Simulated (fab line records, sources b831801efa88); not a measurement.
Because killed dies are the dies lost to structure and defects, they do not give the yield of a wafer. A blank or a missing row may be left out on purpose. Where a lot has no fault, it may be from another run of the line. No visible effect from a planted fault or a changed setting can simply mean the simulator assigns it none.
Check of tool commonality / flow sky130 / 11 lots, 33 wafers sampled

THE REASON FOR OPENING IT
2 of 11 lots carry a flag on the reading SD_N_RS at SKY_SD_N_RS_MEAS_16. No-fault wafers: 68.56 ohm/sq, standard deviation 0.11.
Rule: a lot gets a flag if all its wafers with a number sit over 4 standard deviations from that mean, or if no wafer of it has a number. All remaining lots are regarded as sound.

lot=L615; measured=day 29 00:51; on=film-metro-02; SD_N_RS (ohm/sq), wafer by wafer=68.65 68.48 68.48; flag=
lot=L618; measured=day 29 16:23; on=film-metro-02; SD_N_RS (ohm/sq), wafer by wafer=68.53 68.60 68.67; flag=
lot=L621; measured=day 30 18:30; on=film-metro-02; SD_N_RS (ohm/sq), wafer by wafer=68.53 68.60 68.73; flag=
lot=L623; measured=day 31 07:07; on=film-metro-03; SD_N_RS (ohm/sq), wafer by wafer=68.65 68.75 68.40; flag=
lot=L624; measured=day 31 11:16; on=film-metro-04; SD_N_RS (ohm/sq), wafer by wafer=68.58 68.52 68.60; flag=
lot=L625; measured=day 31 22:18; on=film-metro-04; SD_N_RS (ohm/sq), wafer by wafer=68.84 68.70 68.66; flag=
lot=L628; measured=day 33 08:06; on=film-metro-02; SD_N_RS (ohm/sq), wafer by wafer=68.90 68.58 68.74; flag=
lot=L629; measured=day 33 12:02; on=film-metro-03; SD_N_RS (ohm/sq), wafer by wafer=67.75 67.76 67.71; flag=FLAGGED
lot=L630; measured=day 33 19:37; on=film-metro-04; SD_N_RS (ohm/sq), wafer by wafer=67.73 67.52 67.63; flag=FLAGGED
lot=L637; measured=day 35 21:25; on=film-metro-03; SD_N_RS (ohm/sq), wafer by wafer=68.57 68.55 68.63; flag=
lot=L638; measured=day 36 05:41; on=film-metro-04; SD_N_RS (ohm/sq), wafer by wafer=68.54 68.55 68.60; flag=
The numbers of the flagged lots are 67.68 ohm/sq on average: -0.88 ohm/sq against the usual, or -8 standard deviations.

TOOL THAT RAN EACH LOT
The record holds 3 process steps before the reading, out of a route of 708 steps. Read each cell as the tool, then ch plus the chambers that the sampled wafers visited, then the start.
lot=L615; flag=; SKY_POLY_CUT_STRIP_12=plasma-asher-04 ch 1, day 25 08:29; SKY_SD_N_IMPLANT_09=implanter-03 ch 0, day 29 00:10; SKY_SD_N_STRIP_11=plasma-asher-03 ch 0,1, day 29 00:28
lot=L618; flag=; SKY_POLY_CUT_STRIP_12=plasma-asher-04 ch 0,1, day 26 00:44; SKY_SD_N_IMPLANT_09=implanter-02 ch 0, day 29 15:42; SKY_SD_N_STRIP_11=plasma-asher-04 ch 0,1, day 29 16:00
lot=L621; flag=; SKY_POLY_CUT_STRIP_12=plasma-asher-04 ch 0,1, day 27 03:13; SKY_SD_N_IMPLANT_09=implanter-02 ch 0, day 30 17:49; SKY_SD_N_STRIP_11=plasma-asher-04 ch 0,1, day 30 18:05
lot=L623; flag=; SKY_POLY_CUT_STRIP_12=plasma-asher-04 ch 0,1, day 27 17:07; SKY_SD_N_IMPLANT_09=implanter-02 ch 0, day 31 06:25; SKY_SD_N_STRIP_11=plasma-asher-03 ch 0,1, day 31 06:43
lot=L624; flag=; SKY_POLY_CUT_STRIP_12=plasma-asher-02 ch 0,1, day 27 22:08; SKY_SD_N_IMPLANT_09=implanter-02 ch 0, day 31 10:34; SKY_SD_N_STRIP_11=plasma-asher-01 ch 0,1, day 31 10:51
lot=L625; flag=; SKY_POLY_CUT_STRIP_12=plasma-asher-03 ch 0,1, day 28 09:32; SKY_SD_N_IMPLANT_09=implanter-02 ch 0, day 31 21:37; SKY_SD_N_STRIP_11=plasma-asher-01 ch 0,1, day 31 21:53
lot=L628; flag=; SKY_POLY_CUT_STRIP_12=plasma-asher-02 ch 0,1, day 29 20:41; SKY_SD_N_IMPLANT_09=implanter-04 ch 0, day 33 07:25; SKY_SD_N_STRIP_11=plasma-asher-01 ch 1, day 33 07:43
lot=L629; flag=FLAGGED; SKY_POLY_CUT_STRIP_12=plasma-asher-04 ch 0,1, day 29 23:08; SKY_SD_N_IMPLANT_09=implanter-02 ch 0, day 33 11:17; SKY_SD_N_STRIP_11=plasma-asher-01 ch 0,1, day 33 11:35
lot=L630; flag=FLAGGED; SKY_POLY_CUT_STRIP_12=plasma-asher-04 ch 0,1, day 30 07:20; SKY_SD_N_IMPLANT_09=implanter-02 ch 0, day 33 18:56; SKY_SD_N_STRIP_11=plasma-asher-04 ch 0,1, day 33 19:14
lot=L637; flag=; SKY_POLY_CUT_STRIP_12=plasma-asher-02 ch 0,1, day 32 11:25; SKY_SD_N_IMPLANT_09=implanter-04 ch 0, day 35 20:44; SKY_SD_N_STRIP_11=plasma-asher-04 ch 0,1, day 35 21:00
lot=L638; flag=; SKY_POLY_CUT_STRIP_12=plasma-asher-04 ch 0,1, day 32 20:43; SKY_SD_N_IMPLANT_09=implanter-03 ch 0, day 36 05:00; SKY_SD_N_STRIP_11=plasma-asher-01 ch 0,1, day 36 05:18
These steps, and what they do:
- SKY_POLY_CUT_STRIP_12: strips in O2/N2.
- SKY_SD_N_IMPLANT_09
- SKY_SD_N_STRIP_11: strips in O2/N2.
- SKY_SD_N_RS_MEAS_16: measures by four-point-probe.

FLAGGED AGAINST TOTAL, ONE TOOL AT A TIME (gauges that did the reading follow at the end)
step=SKY_POLY_CUT_STRIP_12; tool=plasma-asher-02; lots run=3; flagged=0; share of the flagged lots=none; sound lots run after its first flagged lot=-
step=SKY_POLY_CUT_STRIP_12; tool=plasma-asher-03; lots run=1; flagged=0; share of the flagged lots=none; sound lots run after its first flagged lot=-
step=SKY_POLY_CUT_STRIP_12; tool=plasma-asher-04; lots run=7; flagged=2; share of the flagged lots=all; sound lots run after its first flagged lot=1 (L638)
step=SKY_SD_N_IMPLANT_09; tool=implanter-02; lots run=7; flagged=2; share of the flagged lots=all; sound lots run after its first flagged lot=0
step=SKY_SD_N_IMPLANT_09; tool=implanter-03; lots run=2; flagged=0; share of the flagged lots=none; sound lots run after its first flagged lot=-
step=SKY_SD_N_IMPLANT_09; tool=implanter-04; lots run=2; flagged=0; share of the flagged lots=none; sound lots run after its first flagged lot=-
step=SKY_SD_N_STRIP_11; tool=plasma-asher-01; lots run=5; flagged=1; share of the flagged lots=some; sound lots run after its first flagged lot=1 (L638)
step=SKY_SD_N_STRIP_11; tool=plasma-asher-03; lots run=2; flagged=0; share of the flagged lots=none; sound lots run after its first flagged lot=-
step=SKY_SD_N_STRIP_11; tool=plasma-asher-04; lots run=4; flagged=1; share of the flagged lots=some; sound lots run after its first flagged lot=1 (L637)
step=SKY_SD_N_RS_MEAS_16; tool=film-metro-02; lots run=4; flagged=0; share of the flagged lots=none; sound lots run after its first flagged lot=-
step=SKY_SD_N_RS_MEAS_16; tool=film-metro-03; lots run=3; flagged=1; share of the flagged lots=some; sound lots run after its first flagged lot=1 (L637)
step=SKY_SD_N_RS_MEAS_16; tool=film-metro-04; lots run=4; flagged=1; share of the flagged lots=some; sound lots run after its first flagged lot=1 (L638)

THE TABLE: WHAT IT ALLOWS
In 2 table rows, all flagged lots were run: plasma-asher-04 (SKY_POLY_CUT_STRIP_12), implanter-02 (SKY_SD_N_IMPLANT_09).
- plasma-asher-04 at SKY_POLY_CUT_STRIP_12: 2 of its 7 lots flagged. Lots that were sound ran on it after the first flagged one (L638); a persistent fault on the entire tool would not allow that.
- implanter-02 at SKY_SD_N_IMPLANT_09: 2 of its 7 lots flagged. Last sound lot L625 at day 31 21:37, first flagged lot L629 at day 33 11:17; a fault beginning in between fits. Its own readings lie more than 4 standard deviations out on every wafer of the flagged lots: beam-energy-keV.
Left over: one tool, implanter-02 at SKY_SD_N_IMPLANT_09.

WHAT THE SIMULATOR HAD PUT IN
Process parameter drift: implanter-02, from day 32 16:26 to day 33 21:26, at SKY_SD_N_IMPLANT_09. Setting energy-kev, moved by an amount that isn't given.
Struck lots among those shown: L629, L630. This agrees with what the rule above found.
